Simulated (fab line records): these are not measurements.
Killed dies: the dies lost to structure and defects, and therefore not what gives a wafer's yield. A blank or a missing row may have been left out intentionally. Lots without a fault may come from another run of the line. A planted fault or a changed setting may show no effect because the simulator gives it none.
What tool caused it? :: flow sky130 :: 34 wafers from 12 lots sampled at 5 of the route's 708 steps

WHAT THE GAUGES READ, wafer by wafer
SKY_SONOS_TUNNEL_OVL_MEAS_08.
lot: L261
measured: day 11 08:46
on: overlay-02
SONOS_TUNNEL_OVL (nm): 2.7 2.7 2.5

lot: L262
measured: day 11 15:06
on: overlay-01
SONOS_TUNNEL_OVL (nm): 2.3 1.2 -0.3

lot: L264
measured: day 12 09:59
on: overlay-02
SONOS_TUNNEL_OVL (nm): 0.4 -0.4 -0.3

lot: L265
measured: day 12 14:42
on: overlay-02
SONOS_TUNNEL_OVL (nm): 2.6 1.3 0.3

lot: L266
measured: day 13 07:54
on: overlay-01
SONOS_TUNNEL_OVL (nm): 1.0 2.5 1.3

lot: L268
measured: day 13 12:47
on: overlay-02
SONOS_TUNNEL_OVL (nm): 2.6 2.0 2.5

lot: L269
measured: day 13 21:07
on: overlay-01
SONOS_TUNNEL_OVL (nm): 2.4 -0.5 1.8

lot: L272
measured: day 15 02:25
on: overlay-02
SONOS_TUNNEL_OVL (nm): -0.3 1.2 0.0

lot: L274
measured: day 15 11:56
on: overlay-02
SONOS_TUNNEL_OVL (nm): -1.4 -0.2 0.0

lot: L278
measured: day 17 02:32
on: overlay-01
SONOS_TUNNEL_OVL (nm): 1.4 -2.0 -0.1

lot: L280
measured: day 17 13:45
on: overlay-01
SONOS_TUNNEL_OVL (nm): -0.8 -0.4

lot: L283
measured: day 18 17:19
on: overlay-01
SONOS_TUNNEL_OVL (nm): 0.0 1.1

SKY_CONTACT_OVL_MEAS_15.
lot: L261
measured: day 31 10:57
on: overlay-02
CONTACT_OVL (nm): 1 2 9

lot: L262
measured: day 32 03:57
on: overlay-02
CONTACT_OVL (nm): -3 5 -4

lot: L264
measured: day 32 15:03
on: overlay-02
CONTACT_OVL (nm): 5 -1 -1

lot: L265
measured: day 32 17:00
on: overlay-01
CONTACT_OVL (nm): 0 -12 2

lot: L266
measured: day 33 15:01
on: overlay-01
CONTACT_OVL (nm): -2 -1 6

lot: L268
measured: day 33 23:45
on: overlay-02
CONTACT_OVL (nm): -9 -5 -1

lot: L269
measured: day 34 11:30
on: overlay-02
CONTACT_OVL (nm): 7 0 -2

lot: L272
measured: day 35 06:10
on: overlay-01
CONTACT_OVL (nm): 3 8 7

lot: L274
measured: day 35 20:51
on: overlay-02
CONTACT_OVL (nm): 1 -12 -6

lot: L278
measured: day 37 03:57
on: overlay-02
CONTACT_OVL (nm): 16 7 6

lot: L280
measured: day 37 14:21
on: overlay-02
CONTACT_OVL (nm): 5 5

lot: L283
measured: day 38 16:25
on: overlay-01
CONTACT_OVL (nm): -1 3

SKY_METAL1_CD_MEAS_15 targets a cd of 140 nm.
lot: L261
measured: day 32 16:14
on: cdSem-02
cdNm (nm): 142.0 140.3 141.4

lot: L262
measured: day 33 08:58
on: cdSem-01
cdNm (nm): 141.4 141.3 143.0

lot: L264
measured: day 33 20:01
on: cdSem-01
cdNm (nm): 141.7 140.2 141.2

lot: L265
measured: day 33 22:16
on: cdSem-01
cdNm (nm): 141.4 140.6 139.1

lot: L266
measured: day 34 18:35
on: cdSem-01
cdNm (nm): 139.4 137.5 138.2

lot: L268
measured: day 35 04:05
on: cdSem-01
cdNm (nm): 140.8 141.2 142.0

lot: L269
measured: day 35 15:52
on: cdSem-02
cdNm (nm): 140.4 139.6 139.3

lot: L272
measured: day 36 09:53
on: cdSem-01
cdNm (nm): 141.1 140.3 139.2

lot: L274
measured: day 37 00:55
on: cdSem-02
cdNm (nm): 142.9 142.8 142.0

lot: L278
measured: day 38 06:55
on: cdSem-01
cdNm (nm): 141.4 139.9 140.7

lot: L280
measured: day 38 17:19
on: cdSem-01
cdNm (nm): 141.5 142.0

lot: L283
measured: day 39 18:59
on: cdSem-02
cdNm (nm): 139.4 136.7

EACH LOT AND THE TOOL THAT RAN IT (in order: tool; ch and the chambers of the sampled wafers; start)
lot: L261
SKY_LOCAL_INTERCONNECT_ETCH_13: rieMetal-02 ch 0,1, day 30 05:55
SKY_LOCAL_INTERCONNECT_STRIP_15: plasmaAsher-04 ch 0,1, day 30 06:03

lot: L262
SKY_LOCAL_INTERCONNECT_ETCH_13: rieMetal-02 ch 0,1, day 30 22:26
SKY_LOCAL_INTERCONNECT_STRIP_15: plasmaAsher-02 ch 0,1, day 30 22:32

lot: L264
SKY_LOCAL_INTERCONNECT_ETCH_13: rieMetal-03 ch 1, day 31 10:02
SKY_LOCAL_INTERCONNECT_STRIP_15: plasmaAsher-01 ch 0,1, day 31 10:08

lot: L265
SKY_LOCAL_INTERCONNECT_ETCH_13: rieMetal-03 ch 0,1, day 31 12:50
SKY_LOCAL_INTERCONNECT_STRIP_15: plasmaAsher-02 ch 0,1, day 31 12:56

lot: L266
SKY_LOCAL_INTERCONNECT_ETCH_13: rieMetal-03 ch 1, day 32 11:19
SKY_LOCAL_INTERCONNECT_STRIP_15: plasmaAsher-04 ch 0,1, day 32 11:31

lot: L268
SKY_LOCAL_INTERCONNECT_ETCH_13: rieMetal-01 ch 0,1, day 32 19:20
SKY_LOCAL_INTERCONNECT_STRIP_15: plasmaAsher-02 ch 0,1, day 32 19:27

lot: L269
SKY_LOCAL_INTERCONNECT_ETCH_13: rieMetal-03 ch 0,1, day 33 07:43
SKY_LOCAL_INTERCONNECT_STRIP_15: plasmaAsher-04 ch 0,1, day 33 07:51

lot: L272
SKY_LOCAL_INTERCONNECT_ETCH_13: rieMetal-03 ch 0,1, day 34 01:38
SKY_LOCAL_INTERCONNECT_STRIP_15: plasmaAsher-01 ch 0,1, day 34 01:44

lot: L274
SKY_LOCAL_INTERCONNECT_ETCH_13: rieMetal-01 ch 1, day 34 17:11
SKY_LOCAL_INTERCONNECT_STRIP_15: plasmaAsher-01 ch 0,1, day 34 17:17

lot: L278
SKY_LOCAL_INTERCONNECT_ETCH_13: rieMetal-01 ch 0,1, day 36 00:23
SKY_LOCAL_INTERCONNECT_STRIP_15: plasmaAsher-02 ch 0,1, day 36 00:29

lot: L280
SKY_LOCAL_INTERCONNECT_ETCH_13: rieMetal-01 ch 0,1, day 36 11:00
SKY_LOCAL_INTERCONNECT_STRIP_15: plasmaAsher-02 ch 0,1, day 36 11:08

lot: L283
SKY_LOCAL_INTERCONNECT_ETCH_13: rieMetal-01 ch 0, day 37 13:28
SKY_LOCAL_INTERCONNECT_STRIP_15: plasmaAsher-01 ch 1, day 37 13:36
- SKY_LOCAL_INTERCONNECT_ETCH_13: etches BARC in N2/H2, stops on SiO2, time 45.9 s, target depth 60 nm.
- SKY_LOCAL_INTERCONNECT_STRIP_15: strips in O2/N2.

AS READ BY THE TOOLS THEMSELVES (means over the sampled wafers that have a number; for cases with no such wafer, the mark the record gives instead)
SKY_LOCAL_INTERCONNECT_ETCH_13.
lot: L261
tool: rieMetal-02
drypumpMotorCurrentA (A): 5.2
oesProductAu (a.u.): 0.855
runLengthS (s): 74.2
throttleValvePct (%): 13.227

lot: L262
tool: rieMetal-02
drypumpMotorCurrentA (A): 5.3
oesProductAu (a.u.): 0.857
runLengthS (s): 74.4
throttleValvePct (%): 13.222

lot: L264
tool: rieMetal-03
drypumpMotorCurrentA (A): 5.4
oesProductAu (a.u.): 0.856
runLengthS (s): 74.3
throttleValvePct (%): 13.221

lot: L265
tool: rieMetal-03
drypumpMotorCurrentA (A): 5.6
oesProductAu (a.u.): 0.853
runLengthS (s): 74.3
throttleValvePct (%): 13.227

lot: L266
tool: rieMetal-03
drypumpMotorCurrentA (A): 5.4
oesProductAu (a.u.): 0.854
runLengthS (s): 74.2
throttleValvePct (%): 13.218

lot: L268
tool: rieMetal-01
drypumpMotorCurrentA (A): 6.0
oesProductAu (a.u.): 0.852
runLengthS (s): 74.4
throttleValvePct (%): 13.233

lot: L269
tool: rieMetal-03
drypumpMotorCurrentA (A): 5.5
oesProductAu (a.u.): 0.854
runLengthS (s): 74.5
throttleValvePct (%): 13.230

lot: L272
tool: rieMetal-03
drypumpMotorCurrentA (A): 5.5
oesProductAu (a.u.): 0.859
runLengthS (s): 74.2
throttleValvePct (%): 13.226

lot: L274
tool: rieMetal-01
drypumpMotorCurrentA (A): 6.5
oesProductAu (a.u.): 0.856
runLengthS (s): 73.5
throttleValvePct (%): 13.226

lot: L278
tool: rieMetal-01
drypumpMotorCurrentA (A): 6.0
oesProductAu (a.u.): 0.843
runLengthS (s): 75.4
throttleValvePct (%): 13.226

lot: L280
tool: rieMetal-01
drypumpMotorCurrentA (A): 6.1
oesProductAu (a.u.): 0.829
runLengthS (s): 76.2
throttleValvePct (%): 13.223

lot: L283
tool: rieMetal-01
drypumpMotorCurrentA (A): 5.7
oesProductAu (a.u.): 0.832
runLengthS (s): 76.3
throttleValvePct (%): 13.229

SKY_LOCAL_INTERCONNECT_STRIP_15.
lot: L261
tool: plasmaAsher-04
drypumpMotorCurrentA (A): 5.1
oesProductAu (a.u.): 0.423
stripTimeToEndpointS (s): 4.756

lot: L262
tool: plasmaAsher-02
drypumpMotorCurrentA (A): 5.5
oesProductAu (a.u.): 0.430
stripTimeToEndpointS (s): 4.720

lot: L264
tool: plasmaAsher-01
drypumpMotorCurrentA (A): 6.4
oesProductAu (a.u.): 0.426
stripTimeToEndpointS (s): 4.713

lot: L265
tool: plasmaAsher-02
drypumpMotorCurrentA (A): 5.5
oesProductAu (a.u.): 0.428
stripTimeToEndpointS (s): 4.735

lot: L266
tool: plasmaAsher-04
drypumpMotorCurrentA (A): 5.2
oesProductAu (a.u.): 0.432
stripTimeToEndpointS (s): 4.712

lot: L268
tool: plasmaAsher-02
drypumpMotorCurrentA (A): 5.5
oesProductAu (a.u.): 0.426
stripTimeToEndpointS (s): 4.711

lot: L269
tool: plasmaAsher-04
drypumpMotorCurrentA (A): 5.1
oesProductAu (a.u.): 0.428
stripTimeToEndpointS (s): 4.731

lot: L272
tool: plasmaAsher-01
drypumpMotorCurrentA (A): 6.2
oesProductAu (a.u.): 0.424
stripTimeToEndpointS (s): 4.743

lot: L274
tool: plasmaAsher-01
drypumpMotorCurrentA (A): 6.2
oesProductAu (a.u.): 0.429
stripTimeToEndpointS (s): 4.738

lot: L278
tool: plasmaAsher-02
drypumpMotorCurrentA (A): 5.5
oesProductAu (a.u.): 0.422
stripTimeToEndpointS (s): 4.687

lot: L280
tool: plasmaAsher-02
drypumpMotorCurrentA (A): 5.5
oesProductAu (a.u.): 0.434
stripTimeToEndpointS (s): 4.716

lot: L283
tool: plasmaAsher-01
drypumpMotorCurrentA (A): 6.0
oesProductAu (a.u.): 0.427
stripTimeToEndpointS (s): 4.694

THE ANSWER, worked out from the rows above alone
Rule: usual is defined by the lots themselves. The widest of any qualifying gaps counts: lots, ordered by their means at a reading, are off when they make up no more than a third of the lots, leave a main group of 4 or more, and stand apart from it by 3 or more times the standard deviation of that group's means. Not used: any main group whose means are identical at the precision the tables above print for the reading. Also off: a lot with no number at a reading for which 4 or more lots have one. The other lots that the step has rows for count as sound. Order of review: gauges by route order, followed by the tools' own readings, for which a lot's mean as printed above is used. The first step at which some lot is off is used, and at that step the reading that is off furthest; a lot without a number counts as furthest.
Off at SKY_LOCAL_INTERCONNECT_ETCH_13 (oesProductAu): L278, L280, L283. The main group has a mean of 0.855 a.u. with a standard deviation of 0.002.
A tool fits if, at that step or a process step before it, it ran every lot that is off, and no sound lot after the first of them. One fits: SKY_LOCAL_INTERCONNECT_ETCH_13 on rieMetal-01. Its last sound lot is L274 (day 34 17:11), its first lot that is off L278 (day 36 00:23): a fault that began between those two fits.
The tool's own readings at SKY_LOCAL_INTERCONNECT_ETCH_13 bear it out: on the lots that are off they differ by more than 5 times the standard deviation of the sound lots' means. oesProductAu reads 0.835 a.u. there against 0.855 a.u. on the sound lots; runLengthS reads 76.0 s there against 74.2 s on the sound lots.

WHAT THE SIMULATOR HAD INSERTED
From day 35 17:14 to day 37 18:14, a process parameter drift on rieMetal-01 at SKY_LOCAL_INTERCONNECT_ETCH_13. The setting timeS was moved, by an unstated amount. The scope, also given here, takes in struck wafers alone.
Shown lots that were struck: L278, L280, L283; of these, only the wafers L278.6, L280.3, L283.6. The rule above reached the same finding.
